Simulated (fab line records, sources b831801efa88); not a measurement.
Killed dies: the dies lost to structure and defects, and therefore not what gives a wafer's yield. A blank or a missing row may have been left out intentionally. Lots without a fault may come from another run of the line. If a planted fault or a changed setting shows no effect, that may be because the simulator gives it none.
The tool behind it: which one? + flow sfq-line + Sampling: 7 lots, 21 wafers, 2 of 325 route steps

WHAT THE GAUGES READ, wafer by wafer
SFQ_I2_OVL_MEAS_918.
| lot  | measured     | on         | I2_OVL (nm) |
|------|--------------|------------|-------------|
| L160 | day 37 02:12 | overlay-01 | -11 -10 -9  |
| L164 | day 38 19:00 | overlay-01 | -8 -9 -3    |
| L167 | day 39 21:24 | overlay-01 | -1 3 0      |
| L169 | day 40 17:48 | overlay-01 | 5 3 2       |
| L175 | day 43 00:22 | overlay-01 | -1 -4 -2    |
| L178 | day 43 08:46 | overlay-01 | 6 9 4       |
| L180 | day 43 19:49 | overlay-01 | -1 2 1      |

TOOL THAT RAN EACH LOT (tool first, then ch and the chambers of the sampled wafers, then the start)
| lot  | SFQ_TRILAYER_I0_VIA_STRIP_STRIP_035 |
|------|-------------------------------------|
| L160 | rie-metal-01 ch 0,1, day 12 09:46   |
| L164 | rie-metal-01 ch 0,1, day 13 16:41   |
| L167 | rie-metal-01 ch 0,1, day 14 15:20   |
| L169 | rie-metal-02 ch 0,1, day 15 19:40   |
| L175 | rie-metal-02 ch 0,1, day 17 12:28   |
| L178 | rie-metal-01 ch 0,1, day 17 16:16   |
| L180 | rie-metal-01 ch 0,1, day 17 18:28   |
- SFQ_TRILAYER_I0_VIA_STRIP_STRIP_035: strips in O2.

THE ANSWER, worked out from the rows above alone
Rule: what is usual is taken from the lots themselves. The widest of any qualifying gaps counts: lots, ordered by their means at a reading, are off when they make up no more than a third of the lots, leave a main group of 4 or more, and stand apart from it by 3 or more times the standard deviation of that group's means. A main group is skipped when, at the precision printed for the reading in the tables above, its means are all equal. A lot without any number at a reading at which 4 lots or more have one is off too. Any other lot the step has rows for is counted as sound.
No lot is off on any of the readings shown, so nothing can be concluded from this.

WHAT THE SIMULATOR PUT IN
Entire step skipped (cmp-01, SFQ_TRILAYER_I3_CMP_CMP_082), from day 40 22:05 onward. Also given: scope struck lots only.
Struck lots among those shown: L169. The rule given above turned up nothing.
